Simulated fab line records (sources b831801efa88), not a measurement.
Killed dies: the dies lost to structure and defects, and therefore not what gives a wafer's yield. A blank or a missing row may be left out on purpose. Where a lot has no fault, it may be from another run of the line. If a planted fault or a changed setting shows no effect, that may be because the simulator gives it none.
fab line records | flow sky130
record: lots: 10 wafers: 30 last_day: 50
route steps=708 shown METAL4@631 VIA4@656 METAL5@665 PAD_OPEN@708
lots that met no fault: from a run of the same line without faults
start_h: hours from the record's opening day to when the first of the lot's shown wafers began | wait_h: hours from the lot's prior step to this one | " same as the row above | L1.1+2: a row that stands for several wafers | - no value, or no start was given | * or withheld: withheld | < > ~ a bound
route shown NAME@n: a module of which the file shows steps, and the number in the route of the first | usual: mean/standard deviation taken from wafers without a fault | same: alike in all rows | chamber/n: place in a boat | sites: per-site readings | _std_site: the values' standard deviation | _edge_site: mean of outer sites minus mean of inner sites | radius_mm: how far each site lies from the wafer's centre | mask NAME#n: copy n | behind: the tool/chamber that last shaped the wafer | hold: cause of the lot's hold/its duration in hours/its outcome | device: whichever transistor did not switch (one of n, p or np) | end of line: the route-end tests of the same wafers | for a step that has no rows: nothing shown but its recipe | killed: dies that structure and defects cost at the first sort, which is not the same as the wafer's yield | map: a wafer's dies, x killed, . not, _ none there
set.NAME: the setting that was run; set.NAME@STEP: the one run at that earlier step | model.NAME: the simulator's own value behind a step, which no gauge read
a sample of lots followed through the steps of the route, with each step as a table and each wafer as a row
services: a tool's chamber out of use, with start hour (start_h, from the record's first day; less than 0 if before it), hours out, and reason
== steps ==
step: SKY_METAL4_DESCUM_15
recipe: chemistry: O2 source_power_w: 150 bias_power_w: 0 pressure_mtorr: 10 temp_c: 40 time_s: 8
usual: drypump_motor_current_A: 5.8/0.61 oes_product_au: 0.999/0.0079
columns lot.wafer tool chamber start_h wait_h drypump_motor_current_A oes_product_au rf_hours_counter_h
L388.1 rie_metal-01 0 988.07 0.0 6.5 1.004 19
L388.2 " 1 " " 6.3 1.002 7
L388.3 " 0 " " 6.5 1.010 -
L389.1 rie_metal-01 1 1002.42 0.0 6.2 0.992 8
L389.2 " 0 " " 6.5 1.006 20
L389.3 " 0 " " 6.5 0.995 -
L390.1 rie_metal-02 0 1005.94 0.0 4.9 1.005 12
L390.3 " 0 " " 4.9 0.995 -
L390.6 " 1 " " 5.7 0.994 -
L393.1 rie_metal-03 0 1024.22 0.0 6.4 1.006 9
L393.3 " 0 " " 6.4 1.011 -
L393.6 " 1 " " 5.2 0.995 -
L397.3 rie_metal-02 1 1052.45 0.0 5.7 1.006 -
L397.4 " 0 " " 4.9 1.012 -
L397.5 " 1 " " 5.7 1.005 -
L398.2 rie_metal-01 0 1067.67 0.0 6.5 1.008 24
L398.3 " 0 " " 6.5 1.006 -
L398.4 " 1 " " 6.2 1.004 -
L399.3 rie_metal-01 0 1070.60 0.0 6.6 1.003 -
L399.5 " 1 " " 6.2 1.013 -
L399.6 " 0 " " 6.5 1.001 -
L401.1 rie_metal-03 0 1079.62 0.0 6.4 1.005 12
L401.2 " 1 " " 5.2 0.993 14
L401.4 " 1 " " 5.2 0.993 -
L403.2 rie_metal-02 1 1084.99 0.0 5.7 0.985 18
L403.4 " 1 " " 5.7 0.989 -
L403.6 " 0 " " 4.9 0.988 -
L409.1 rie_metal-03 0 1115.32 0.0 6.4 1.001 15
L409.2 " 1 " " 5.2 0.989 16
L409.4 " 1 " " 5.2 0.994 -
step: SKY_VIA4_SPUTTER_17
recipe: material: TiN target_thk_nm: 20 chamber_pressure_pa: 5 power_w: 4000 time_s: 80
usual: throttle_valve_pct: 29.8/0.7
columns lot.wafer tool chamber start_h wait_h throttle_valve_pct
L388.1 pvd_sputter-02 - 1013.42 0.0 29.0
L388.2 " - " " 30.0
L388.3 " - " " 29.4
L389.1 pvd_sputter-01 - 1026.85 0.0 30.3
L389.2 " - " " 29.4
L389.3 " - " " 30.5
L390.1 pvd_sputter-02 - 1030.33 0.0 29.6
L390.3 " - " " 29.1
L390.6 " - " " 30.0
L393.1 pvd_sputter-04 - 1048.59 0.0 29.7
L393.3 " - " " 30.3
L393.6 " - " " 28.3
L397.3 pvd_sputter-02 - 1075.84 0.0 29.0
L397.4 " - " " 28.9
L397.5 " - " " 30.5
L398.2 pvd_sputter-02 - 1090.94 0.0 30.3
L398.3 " - " " 29.3
L398.4 " - " " 30.6
L399.3 pvd_sputter-04 - 1093.09 0.0 28.5
L399.5 " - " " 28.5
L399.6 " - " " 29.7
L401.1 pvd_sputter-01 - 1102.99 0.0 30.8
L401.2 " - " " 29.2
L401.4 " - " " 30.3
L403.2 pvd_sputter-01 - 1107.79 0.0 30.4
L403.4 " - " " 30.8
L403.6 " - " " 29.3
L409.1 pvd_sputter-01 - 1137.89 0.0 30.1
L409.2 " - " " 30.9
L409.4 " - " " 30.6
step: SKY_VIA4_CVD_18
recipe: material: W target_thk_nm: 505 time_s: 152.14 temp_c: 400 pressure_torr: 40
usual: heater_power_w: 805/30 susceptor_temp_C: 399.98/0.24
columns lot.wafer tool chamber start_h wait_h heater_power_w susceptor_temp_C
L388.1 cvd_w-01 0 1013.48 0.0 810 399.60
L388.2 " 1 " " 847 399.65
L388.3 " 1 " " 823 399.44
L389.1 cvd_w-01 1 1026.91 0.0 845 399.67
L389.2 " 0 " " 789 400.34
L389.3 " 0 " " 787 400.37
L390.1 cvd_w-02 1 1030.39 0.0 763 399.97
L390.3 " 0 " " 805 399.65
L390.6 " 0 " " 820 400.03
L393.1 cvd_w-01 1 1048.65 0.0 850 399.53
L393.3 " 1 " " 843 399.78
L393.6 " 0 " " 786 400.31
L397.3 cvd_w-01 0 1075.95 0.1 743 394.66
L397.4 " 1 " " 863 400.24
L397.5 " 0 " " 759 394.35
L398.2 cvd_w-01 0 1091.00 0.0 754 394.27
L398.3 " 0 " " 767 394.51
L398.4 " 1 " " 827 399.85
L399.3 cvd_w-01 1 1093.20 0.1 810 399.56
L399.5 " 0 " " 793 394.78
L399.6 " 1 " " 857 399.83
L401.1 cvd_w-02 1 1103.05 0.0 753 399.99
L401.2 " 0 " " 809 400.09
L401.4 " 0 " " 804 400.02
L403.2 cvd_w-02 0 1107.85 0.0 816 399.64
L403.4 " 1 " " 766 399.84
L403.6 " 0 " " 806 400.11
L409.1 cvd_w-02 0 1137.95 0.0 843 399.98
L409.2 " 1 " " 751 400.04
L409.4 " 1 " " 780 400.18
step: SKY_VIA4_RS_MEAS_19
recipe: thk_meas_gauge: four-point-probe reads: W_of_VIA4_CVD_18+TiN_of_VIA4_SPUTTER_17
usual: VIA4_W_RS: 0.228/0.0046
columns lot.wafer tool chamber start_h wait_h VIA4_W_RS[ohm/sq]
L388.1 film_metro-03 - 1013.63 0.1 0.232
L388.2 " - " " 0.218
L388.3 " - " " 0.221
L389.1 film_metro-04 - 1027.06 0.1 0.221
L389.2 " - " " 0.229
L389.3 " - " " 0.226
L390.1 film_metro-02 - 1030.55 0.1 0.231
L390.3 " - " " 0.231
L390.6 " - " " 0.230
L393.1 film_metro-04 - 1048.80 0.1 0.222
L393.3 " - " " 0.220
L393.6 " - " " 0.230
L397.3 film_metro-03 - 1076.09 0.1 0.250
L397.4 " - " " 0.219
L397.5 " - " " 0.252
L398.2 film_metro-04 - 1091.17 0.1 0.253
L398.3 " - " " 0.254
L398.4 " - " " 0.220
L399.3 film_metro-04 - 1093.34 0.1 0.224
L399.5 " - " " 0.258
L399.6 " - " " 0.222
L401.1 film_metro-03 - 1103.20 0.1 0.231
L401.2 " - " " 0.229
L401.4 " - " " 0.231
L403.2 film_metro-02 - 1108.02 0.1 0.228
L403.4 " - " " 0.232
L403.6 " - " " 0.231
L409.1 film_metro-02 - 1138.10 0.1 0.228
L409.2 " - " " 0.226
L409.4 " - " " 0.225
step: SKY_VIA4_THK_MEAS_20
recipe: thk_meas_gauge: xrf reads: W_of_VIA4_CVD_18
usual: VIA4_W_THK: 511/11
columns lot.wafer tool chamber start_h wait_h VIA4_W_THK[nm]
L388.1 film_metro-03 - 1013.75 0.1 497
L388.2 " - " " 533
L388.3 " - " " 526
L389.1 film_metro-04 - 1027.18 0.1 524
L389.2 " - " " 505
L389.3 " - " " 509
L390.1 film_metro-02 - 1030.67 0.1 506
L390.3 " - " " 509
L390.6 " - " " 509
L393.1 film_metro-04 - 1048.92 0.1 517
L393.3 " - " " 520
L393.6 " - " " 498
L397.3 film_metro-03 - 1076.19 0.1 465
L397.4 " - " " 534
L397.5 " - " " 463
L398.2 film_metro-04 - 1091.28 0.1 453
L398.3 " - " " 454
L398.4 " - " " 522
L399.3 film_metro-04 - 1093.44 0.1 513
L399.5 " - " " 446
L399.6 " - " " 516
L401.1 film_metro-03 - 1103.32 0.1 502
L401.2 " - " " 512
L401.4 " - " " 503
L403.2 film_metro-02 - 1108.13 0.1 513
L403.4 " - " " 510
L403.6 " - " " 509
L409.1 film_metro-02 - 1138.22 0.1 515
L409.2 " - " " 515
L409.4 " - " " 518
step: SKY_VIA4_CMP_21
recipe: stop_on: SiO2 t_overpolish_s: 25 down_force_psi: 3.5 platen_rpm: 60 target_thk_nm: 0 pad_velocity_m_s: 0.94248
usual: motor_current_A: 10.8/1.2 time_to_endpoint_s: 121/3.9
columns lot.wafer tool chamber start_h wait_h motor_current_A time_to_endpoint_s
L388.2 cmp-02 2 1013.81 0.0 11.9 124
L388.1 " 0 " " 11.5 121
L388.3 " 1 " " 11.3 122
L389.3 cmp-01 0 1027.29 0.1 12.1 123
L389.1 " 1 " " 11.1 121
L389.2 " 2 " " 8.5 118
L390.1 cmp-01 2 1030.73 0.1 8.1 121
L390.3 " 1 " " 11.7 115
L390.6 " 2 " " 8.3 123
L393.1 cmp-01 1 1048.98 0.1 11.8 115
L393.3 " 3 " " 10.4 121
L393.6 " 1 " " 11.4 112
L397.4 cmp-02 0 1076.28 0.1 11.0 130
L397.3 " 2 " " 11.8 110
L397.5 " 3 " " 10.9 107
L398.3 cmp-01 0 1091.38 0.1 11.9 110
L398.4 " 1 " " 12.1 118
L398.2 " 2 " " 8.4 108
L399.3 cmp-01 1 1093.63 0.2 11.9 115
L399.6 " 2 " " 8.2 124
L399.5 " 3 " " 11.5 111
L401.4 cmp-01 0 1103.38 0.0 10.7 118
L401.2 " 2 " " 8.2 119
L401.1 " 3 " " 10.6 116
L403.4 cmp-01 3 1108.23 0.1 11.4 117
L403.2 " 1 " " 11.9 115
L403.6 " 3 " " 10.9 120
L409.4 cmp-02 0 1138.29 0.0 11.0 125
L409.2 " 1 " " 10.8 124
L409.1 " 3 " " 10.3 121
step: SKY_METAL5_SPUTTER_04
recipe: material: TiN target_thk_nm: 70 power_w: 6500 time_s: 58.3 chamber_pressure_pa: 0.4
usual: throttle_valve_pct: 30.2/0.72
columns lot.wafer tool chamber start_h wait_h throttle_valve_pct
L388.1 pvd_sputter-01 - 1014.23 0.0 29.4
L388.2 " - " " 30.8
L388.3 " - " " 30.4
L389.1 pvd_sputter-02 - 1027.66 0.0 30.6
L389.2 " - " " 30.1
L389.3 " - " " 29.6
L390.1 pvd_sputter-01 - 1031.14 0.0 29.4
L390.3 " - " " 30.3
L390.6 " - " " 29.4
L393.1 pvd_sputter-03 - 1049.40 0.0 29.8
L393.3 " - " " 31.5
L393.6 " - " " 32.0
L397.3 pvd_sputter-01 - 1076.65 0.0 30.2
L397.4 " - " " 30.1
L397.5 " - " " 30.5
L398.2 pvd_sputter-01 - 1091.75 0.0 29.8
L398.3 " - " " 30.7
L398.4 " - " " 30.3
L399.3 pvd_sputter-01 - 1093.90 0.0 30.9
L399.5 " - " " 29.5
L399.6 " - " " 31.1
L401.1 pvd_sputter-02 - 1103.81 0.0 28.9
L401.2 " - " " 29.4
L401.4 " - " " 30.4
L403.2 pvd_sputter-02 - 1108.60 0.0 29.1
L403.4 " - " " 30.0
L403.6 " - " " 30.3
L409.1 pvd_sputter-02 - 1138.71 0.0 28.8
L409.2 " - " " 29.3
L409.4 " - " " 30.6
step: SKY_PAD_OPEN_PROBE_99
usual: defect_limited_yield: 82.3/1.9 killed_at_M0_to_M3: 43/7.4 killed_at_M4_up: 3.3/2 killed_at_contacts: 24/5.4 killed_at_front_end: 16/4.2 killed_at_other: 0.3/0.61 killed_dies: 87/9.4 killed_open: 47/7.3 killed_short: 40/6.7 sort_bin_3_pad_short: 0.9/0.43 sort_bin_5_function: 10.4/1.4 sort_bin_6_memory: 6.4/1.2 sort_n_pass: 405/9.4 sort_yield_pct: 82.3/1.9
same: gross_dies: 492 killed_at_back_side: 0 sort_bin_4_leakage[%]: 0 sort_bin_8_speed[%]: 0
columns lot.wafer tool chamber start_h wait_h defect_limited_yield[%] killed_at_M0_to_M3 killed_at_M4_up killed_at_contacts killed_at_front_end killed_at_other killed_dies killed_open killed_short sort_bin_3_pad_short[%] sort_bin_5_function[%] sort_bin_6_memory[%] sort_n_pass sort_yield_pct[%]
L398.2 prober-02 - 1155.43 0.1 80.9 61 5 14 14 0 94 55 39 0.8 11.8 6.5 398 80.9
L398.3 prober-02 - 1155.48 0.2 84.3 47 2 19 9 0 77 41 36 0.4 9.3 5.9 415 84.3
L398.4 prober-02 - 1155.53 0.2 82.7 48 6 17 14 0 85 41 44 0.6 10.4 6.3 407 82.7
L401.1 prober-02 - 1165.78 0.1 82.3 35 3 29 20 0 87 49 37 0.2 11.8 5.7 405 82.3
L403.2 prober-02 - 1169.19 0.1 80.5 43 5 31 17 0 96 49 45 0.8 10.2 8.5 396 80.5
L403.4 prober-02 - 1169.29 0.2 82.7 41 1 25 18 0 85 55 30 0.4 11.8 5.1 407 82.7
L403.6 prober-02 - 1169.39 0.2 81.1 45 3 31 14 0 93 44 49 1.4 10.8 6.7 399 81.1
L409.1 prober-01 - 1193.74 0.1 85.0 36 3 17 18 0 74 39 34 1.2 8.5 5.3 418 85.0
L409.2 prober-01 - 1193.79 0.1 86.2 29 3 17 18 1 68 34 33 1.0 8.1 4.7 424 86.2
L409.4 prober-01 - 1193.89 0.2 82.5 38 3 25 20 0 86 35 51 1.4 8.7 7.3 406 82.5
killed by level:class
L398.2 VIA1:geometric_particle:open=17 VIA2:geometric_particle:open=9 VIA3:geometric_particle:open=8 LI_CONTACT:geometric_particle:open=7 METAL1:geometric_particle:short=6 VIA1:geometric_particle:short=5 METAL4:geometric_particle:short=5 FIELD_ISO:geometric_particle:short=4
L398.3 VIA3:geometric_particle:short=10 VIA2:geometric_particle:open=10 CONTACT:geometric_particle:open=6 VIA1:geometric_particle:short=6 VIA1:geometric_particle:open=6 VIA3:geometric_particle:open=6 METAL1:geometric_particle:open=5 LI_CONTACT:geometric_particle:short=4
L398.4 VIA2:geometric_particle:open=9 VIA1:geometric_particle:open=8 VIA1:geometric_particle:short=6 LI_CONTACT:geometric_particle:short=6 VIA3:geometric_particle:open=5 METAL4:geometric_particle:short=5 FIELD_ISO:geometric_particle:short=4 LI_CONTACT:geometric_particle:open=4
L401.1 VIA1:geometric_particle:open=10 VIA2:geometric_particle:open=9 CONTACT:geometric_particle:short=9 CONTACT:geometric_particle:open=8 POLY_GATE:geometric_particle:open=5 METAL2:geometric_particle:short=5 FIELD_ISO:geometric_particle:short=4 VIA3:geometric_particle:open=4
L403.2 LI_CONTACT:geometric_particle:open=12 CONTACT:geometric_particle:open=8 METAL1:geometric_particle:short=7 VIA1:geometric_particle:open=7 CONTACT:geometric_particle:short=6 VIA2:geometric_particle:open=6 METAL4:geometric_particle:short=5 POLY_GATE:geometric_particle:open=4
L403.4 CONTACT:geometric_particle:open=12 VIA1:geometric_particle:open=10 FIELD_ISO:geometric_particle:open=6 VIA2:geometric_particle:open=6 METAL2:geometric_particle:short=6 LI_CONTACT:geometric_particle:open=5 METAL1:geometric_particle:short=5 FIELD_ISO:geometric_particle:short=3
L403.6 LI_CONTACT:geometric_particle:open=8 METAL2:geometric_particle:short=8 CONTACT:geometric_particle:short=8 VIA1:geometric_particle:open=7 CONTACT:geometric_particle:open=6 VIA1:geometric_particle:short=6 VIA2:geometric_particle:open=6 LI_CONTACT:geometric_particle:short=4
L409.1 VIA1:geometric_particle:open=8 FIELD_ISO:geometric_particle:open=6 VIA2:geometric_particle:open=6 LI_CONTACT:geometric_particle:open=6 METAL2:geometric_particle:short=5 FIELD_ISO:geometric_particle:short=4 POLY_GATE:geometric_particle:open=4 VIA1:geometric_particle:short=4
L409.2 VIA1:geometric_particle:open=8 CONTACT:geometric_particle:open=8 FIELD_ISO:geometric_particle:short=7 METAL1:geometric_particle:short=6 VIA3:geometric_particle:open=6 FIELD_ISO:geometric_particle:open=5 SPACER:geometric_particle:short=3 LOCAL_INTERCONNECT:geometric_particle:short=3
L409.4 CONTACT:geometric_particle:short=10 LI_CONTACT:geometric_particle:open=8 METAL1:geometric_particle:short=8 FIELD_ISO:geometric_particle:short=7 VIA1:geometric_particle:open=7 CONTACT:geometric_particle:open=6 VIA1:geometric_particle:short=6 VIA2:geometric_particle:short=5
== services ==
columns tool chamber start_h hours kind
cvd_w-02 1 973.58 10.3 repair
cmp-02 - 980.36 0.3 repair
rie_metal-01 - 985.22 1.4 pm
cmp-02 - 994.34 8.3 repair
pvd_sputter-01 - 996.10 4.9 repair
rie_metal-02 1 1008.98 14.2 repair
pvd_sputter-04 - 1020.52 7.2 repair
rie_metal-02 0 1023.51 12.7 repair
cmp-01 - 1028.42 2.2 repair
cmp-01 - 1031.06 1.0 repair
cmp-02 - 1034.54 1.0 repair
pvd_sputter-01 1 1040.97 - consumable_replace:kit
pvd_sputter-04 - 1043.05 3.0 repair
pvd_sputter-01 - 1058.27 3.3 repair
cmp-02 - 1062.84 3.5 repair
cmp-02 - 1091.30 4.0 pm
cvd_w-01 - 1093.82 1.1 repair
rie_metal-02 0 1097.06 3.3 repair
cmp-02 - 1097.60 5.0 pm
cmp-02 - 1103.96 1.7 repair
cmp-02 - 1111.88 6.0 pm
cvd_w-01 - 1129.58 0.9 repair
pvd_sputter-03 - 1129.73 1.7 repair
cmp-02 - 1134.03 0.6 repair
== key ==
first_sign: step: SKY_VIA4_CVD_18 reading: susceptor_temp_C direction: down sigmas: 23 usual: * struck: *
effect: step: SKY_VIA4_RS_MEAS_19 reading: VIA4_W_RS direction: up sigmas: 5.6 usual: 0.228 struck: 0.253
effect: step: SKY_VIA4_THK_MEAS_20 reading: VIA4_W_THK direction: down sigmas: 5.2 usual: 511 struck: 456
effect: step: SKY_VIA4_CMP_21 reading: time_to_endpoint_s direction: down sigmas: 3.1 usual: * struck: *
met_at SKY_VIA4_CVD_18
struck_lots L397,L398,L399
struck_wafers L397.3,L397.5,L398.2,L398.3,L399.5
not_acting_at SKY_METAL4_DESCUM_15,SKY_VIA4_SPUTTER_17,SKY_METAL5_SPUTTER_04
onset_between 1048.65 1075.95
fault: kind: process_parameter_drift tool: cvd_w-01 chamber: 0 onset_h: 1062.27 steps: SKY_VIA4_CVD_18 channel: temp_c offset: * shape: step end_h: 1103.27 acts_in: * stated: *
